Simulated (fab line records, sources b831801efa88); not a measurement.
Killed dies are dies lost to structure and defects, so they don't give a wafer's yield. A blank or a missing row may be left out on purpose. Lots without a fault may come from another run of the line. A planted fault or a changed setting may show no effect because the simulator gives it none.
fab line records | flow gf180mcu | part 2 of 2: steps 30 to 40 of 40
record lots=5 wafers=15 last_day=34
route steps=602 shown MVPSD@89 VT_IMPLANT@90
lots that met no fault: from a run of the same line without faults
start_h: hours from the record's first day to the start of the lot's first wafer shown | wait_h: hours since the lot's step before | " the same as in the row above | L1.1+2: a row that stands for several wafers | - no value, or no start given | * or withheld: withheld | < > ~ a bound
route shown NAME@n: a module of which the file shows steps, and the number in the route of the first | usual: mean/standard deviation of fault-free wafers | same: alike in all rows | chamber/n: place in a boat | sites: the reading at each site | _std_site: their standard deviation | _edge_site: outer sites' mean less inner sites' | radius_mm: how far each site lies from the wafer's centre | mask NAME#n: copy n | behind: the tool/chamber that last shaped the wafer | hold: why the lot was held/for how many hours/how that ended | device: the transistor (n, p or np) that didn't switch | end of line: the same wafers' tests at the end of the route | a step without rows: its recipe alone | killed: dies lost to structure and defects at the first sort, not the wafer's yield | map: a wafer's dies, x killed, . not, _ none there
set.NAME: the setting as run; set.NAME@STEP: as run at that earlier step | model.NAME: the simulator's own value behind a step, which no gauge read
lots at some steps of the route; a table a step, a row a wafer
services: from which hour (start_h, from the record's first day; less than 0 if before it) a tool's chamber was out of use, for how many hours, and why
## steps
# step GF_VT_IMPLANT_DEVELOP_28
# recipe develop_time_s=60 dev_temp_c=23
# columns lot.wafer tool chamber start_h wait_h
L079.2+3+4 litho_track-02 0 174.31 0.1
L083.1+2+5 litho_track-04 0 201.17 0.1
L092.2+4+6 litho_track-02 0 262.86 0.1
L093.1+4+6 litho_track-01 0 269.60 0.1
L095.4+5+6 litho_track-04 0 281.10 0.1
# step GF_VT_IMPLANT_OVL_MEAS_29
# usual VT_IMPLANT_02_OVL=-1.1/1.4
# columns lot.wafer tool chamber start_h wait_h VT_IMPLANT_02_OVL[nm]
L079.2 overlay-02 - 174.44 0.1 -2.0
L079.3 " - " " -3.4
L079.4 " - " " -0.3
L083.1 overlay-01 - 201.32 0.1 1.3
L083.2 " - " " -0.6
L083.5 " - " " -0.3
L092.2 overlay-02 - 262.99 0.1 -2.0
L092.4 " - " " -4.0
L092.6 " - " " -1.6
L093.1 overlay-01 - 269.75 0.1 -0.2
L093.4 " - " " -0.2
L093.6 " - " " 1.2
L095.4 overlay-02 - 281.19 0.1 -2.6
L095.5 " - " " -2.1
L095.6 " - " " -1.2
# step GF_VT_IMPLANT_IMPLANT_30
# recipe species=B energy_kev=25 dose_cm2=2.534e+12 tilt_deg=7
# usual faraday_current_uA=14.3/0.3
# columns lot.wafer tool chamber start_h wait_h faraday_current_uA
L079.2 implanter-03 0 174.50 0.0 14.7
L079.3 " 0 " " 14.1
L079.4 " 0 " " 14.1
L083.1 implanter-03 0 201.36 0.0 14.5
L083.2 " 0 " " 14.1
L083.5 " 0 " " 14.3
L092.2 implanter-02 0 263.05 0.0 14.3
L092.4 " 0 " " 14.6
L092.6 " 0 " " 14.2
L093.1 implanter-04 0 269.79 0.0 13.8
L093.4 " 0 " " 14.6
L093.6 " 0 " " 14.1
L095.4 implanter-02 0 281.28 0.1 14.2
L095.5 " 0 " " 13.9
L095.6 " 0 " " 14.4
# step GF_VT_IMPLANT_STRIP_31
# recipe chemistry=O2/N2 power_w=1400 pressure_mtorr=1500 platen_temp_c=250 o2_flow_sccm=3000 n2_flow_sccm=300 overash_fraction=0.5
# usual chamber_pressure_mTorr=1500.1/1.3 drypump_motor_current_A=6.11/0.22 heater_power_w=343/22 oes_product_au=0.716/0.0047 strip_time_to_endpoint_s=12.62/0.037
# columns lot.wafer tool chamber start_h wait_h chamber_pressure_mTorr drypump_motor_current_A heater_power_w oes_product_au rf_hours_counter_h strip_time_to_endpoint_s
L079.2 plasma_asher-03 1 174.62 0.1 1500.5 6.36 387 0.711 6 12.61
L079.3 " 0 " " 1501.0 5.77 331 0.708 - 12.61
L079.4 " 1 " " 1501.0 6.35 380 0.721 - 12.59
L083.1 plasma_asher-02 0 201.51 0.1 1500.5 6.25 339 0.711 40 12.58
L083.2 " 1 " " 1500.9 6.13 326 0.705 40 12.60
L083.5 " 0 " " 1500.2 6.28 340 0.724 - 12.58
L092.2 plasma_asher-03 0 263.17 0.1 1499.2 5.77 337 0.713 16 12.68
L092.4 " 0 " " 1500.1 5.74 337 0.718 - 12.69
L092.6 " 1 " " 1500.2 6.32 373 0.723 - 12.65
L093.1 plasma_asher-02 0 269.94 0.1 1500.6 6.23 336 0.709 47 12.59
L093.4 " 0 " " 1502.6 6.25 343 0.715 - 12.61
L093.6 " 0 " " 1500.8 6.24 335 0.713 - 12.63
L095.4 plasma_asher-02 1 281.39 0.1 1499.4 6.16 318 0.716 - 12.64
L095.5 " 1 " " 1498.7 6.14 337 0.711 - 12.63
L095.6 " 0 " " 1499.5 6.22 347 0.719 - 12.65
# step GF_VT_IMPLANT_TW_MEAS_32
# usual VT_IMPLANT_3_TW=268.5/2.5
# columns lot.wafer tool chamber start_h wait_h VT_IMPLANT_3_TW
L079.2 film_metro-03 - 174.73 0.1 270.3
L079.3 " - " " 270.6
L079.4 " - " " 270.4
L083.1 film_metro-04 - 201.61 0.1 266.2
L083.2 " - " " 266.4
L083.5 " - " " 266.1
L092.2 film_metro-03 - 263.28 0.1 268.9
L092.4 " - " " 270.2
L092.6 " - " " 270.1
L093.1 film_metro-04 - 270.04 0.1 266.4
L093.4 " - " " 267.0
L093.6 " - " " 266.0
L095.4 film_metro-02 - 281.49 0.1 271.7
L095.5 " - " " 271.7
L095.6 " - " " 272.0
# step GF_VT_IMPLANT_DEHYDRATE_33
# recipe temp_c=200 time_s=60
# columns lot.wafer tool chamber start_h wait_h
L079.2+3+4 litho_track-02 0 182.36 7.6
L083.1+2+5 litho_track-02 0 209.59 8.0
L092.2+4+6 litho_track-04 0 271.80 8.5
L093.1+4+6 litho_track-04 0 279.32 9.3
L095.4+5+6 litho_track-01 0 290.53 9.0
# step GF_VT_IMPLANT_HMDS_34
# recipe prime_time_s=60 prime_temp_c=120
# columns lot.wafer tool chamber start_h wait_h
L079.2+3+4 litho_track-02 0 182.51 0.1
L083.1+2+5 litho_track-02 0 209.74 0.1
L092.2+4+6 litho_track-04 0 271.95 0.1
L093.1+4+6 litho_track-04 0 279.47 0.1
L095.4+5+6 litho_track-01 0 290.68 0.1
# step GF_VT_IMPLANT_COAT_35
# recipe resist=NOVOLAK spin_rpm=3000 resist_thk_nm=1000
# usual spin_speed_rpm=2999.6/2.1
# columns lot.wafer tool chamber start_h wait_h spin_speed_rpm
L079.2 litho_track-02 0 182.66 0.1 3004.1
L079.3 " 0 " " 3004.2
L079.4 " 0 " " 3001.5
L083.1 litho_track-02 0 209.89 0.1 2999.6
L083.2 " 0 " " 2998.5
L083.5 " 0 " " 3000.1
L092.2 litho_track-04 0 272.10 0.1 3000.7
L092.4 " 0 " " 2999.2
L092.6 " 0 " " 2998.1
L093.1 litho_track-04 0 279.62 0.1 3000.4
L093.4 " 0 " " 3002.2
L093.6 " 0 " " 2999.9
L095.4 litho_track-01 0 290.83 0.1 2999.6
L095.5 " 0 " " 2998.1
L095.6 " 0 " " 2996.7
# step GF_VT_IMPLANT_SOFTBAKE_36
# recipe temp_c=90 time_s=60 resist=NOVOLAK
# columns lot.wafer tool chamber start_h wait_h
L079.2+3+4 litho_track-02 0 182.81 0.1
L083.1+2+5 litho_track-02 0 210.04 0.1
L092.2+4+6 litho_track-04 0 272.25 0.1
L093.1+4+6 litho_track-04 0 279.77 0.1
L095.4+5+6 litho_track-01 0 290.98 0.1
# step GF_VT_IMPLANT_EXPOSE_37
# recipe mask_id=Nwell_HV_AREA target_cd_nm=860 na=0.6 source_shape=conventional sigma_outer=0.6 dose_mj=140
# usual exposure_dose_mJ_cm2=140.02/0.14 focus_offset_nm=0.1/0.48
# columns lot.wafer tool chamber start_h wait_h mask exposure_dose_mJ_cm2 focus_offset_nm
L079.2 iline_stepper-02 0 - - Nwell_HV_AREA#0 139.98 0.1
L079.3 " 0 " " Nwell_HV_AREA#0 139.88 0.1
L079.4 " 0 " " Nwell_HV_AREA#0 140.03 -1.0
L083.1 iline_stepper-02 0 - - Nwell_HV_AREA#0 139.77 0.3
L083.2 " 0 " " Nwell_HV_AREA#0 139.73 -0.3
L083.5 " 0 " " Nwell_HV_AREA#0 139.83 0.3
L092.2 iline_stepper-02 0 - - Nwell_HV_AREA#0 140.01 0.0
L092.4 " 0 " " Nwell_HV_AREA#0 139.89 0.2
L092.6 " 0 " " Nwell_HV_AREA#0 139.99 -0.1
L093.1 iline_stepper-02 0 - - Nwell_HV_AREA#0 140.23 -0.1
L093.4 " 0 " " Nwell_HV_AREA#0 140.02 0.2
L093.6 " 0 " " Nwell_HV_AREA#0 140.10 0.1
L095.4 iline_stepper-01 0 - - Nwell_HV_AREA#0 140.06 0.3
L095.5 " 0 " " Nwell_HV_AREA#0 139.85 0.1
L095.6 " 0 " " Nwell_HV_AREA#0 139.91 -0.2
# step GF_VT_IMPLANT_PEB_38
# recipe temp_c=withheld time_s=* resist=NOVOLAK
# columns lot.wafer tool chamber start_h wait_h
L079.2+3+4 litho_track-01 0 - -
L083.1+2+5 litho_track-01 0 - -
L092.2+4+6 litho_track-02 0 - -
L093.1+4+6 litho_track-02 0 - -
L095.4+5+6 litho_track-04 0 - -
## services
# columns tool chamber start_h hours kind
iline_stepper-02 0 113.18 - calibration
plasma_asher-03 0 117.77 - clean
plasma_asher-03 1 117.77 - clean
implanter-04 - 150.83 2.5 pm
iline_stepper-01 0 154.61 - calibration
plasma_asher-02 - 156.56 6.9 repair
plasma_asher-04 - 175.62 7.5 repair
iline_stepper-02 - 175.65 1.7 pm
implanter-04 - 180.91 4.3 pm
implanter-02 - 190.01 3.3 pm
implanter-02 - 213.76 4.4 repair
plasma_asher-03 - 240.12 0.8 repair
iline_stepper-02 - 246.58 7.0 repair
implanter-04 - 265.62 1.0 repair
plasma_asher-03 - 268.58 0.4 repair
iline_stepper-01 - 268.60 1.7 pm
